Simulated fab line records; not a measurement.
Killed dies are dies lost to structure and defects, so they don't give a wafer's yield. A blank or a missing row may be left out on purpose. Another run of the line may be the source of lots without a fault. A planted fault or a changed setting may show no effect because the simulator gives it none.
Matching of chambers | flow sfqLine | cmp-01 running SFQ_TRILAYER_I7_CMP_CMP_184: 4 sister chambers
The step polishes SiO2. 4 wafers are shown with their chamber, then 8 later ones without.

## WAFERS, EACH WITH ITS CHAMBER
wafer  | chamber | motorCurrentA (A)
L714.5 | 2       | 10.7
L716.4 | 3       | 10.8
L717.6 | 0       | 10.0
L721.2 | 1       | 10.0

## WAFERS MISSING THEIR CHAMBER
wafer  | motorCurrentA (A)
L721.3 | 10.4
L721.5 | 10.4
L722.3 | 10.4
L722.4 | 10.2
L722.5 | 9.8
L724.2 | 10.1
L724.3 | 11.2
L724.6 | 10.6

## CHAMBER TAKEN BY EACH
wafer  | from the rows above               | in truth
L721.3 | can't be placed: 2 or 0 or 1 or 3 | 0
L721.5 | can't be placed: 2 or 0 or 1 or 3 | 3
L722.3 | can't be placed: 2 or 0 or 1 or 3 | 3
L722.4 | can't be placed: 0 or 1 or 2 or 3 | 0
L722.5 | can't be placed: 0 or 1           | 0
L724.2 | can't be placed: 0 or 1 or 2      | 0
L724.3 | can't be placed: 3 or 2           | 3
L724.6 | can't be placed: 2 or 3 or 0 or 1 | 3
Correct placement for 0 of the 8. Unplaceable from these rows: 8, with the true chamber sitting among the candidates in 8. Number placed wrongly: 0.
How it was worked out, from the rows above alone: a wafer's distance from a chamber is the root of the sum, over the readings, of the square of ((its reading less the chamber's mean) divided by the reading's scatter). If the next closest chamber is less than 2 further off than the closest, the wafer can't be placed; otherwise it belongs to the closest. A chamber's mean is the mean of its shown wafers. The scatter: with one shown wafer a chamber, the root of the mean of the squares of how far each hidden wafer lies from its nearest shown one.
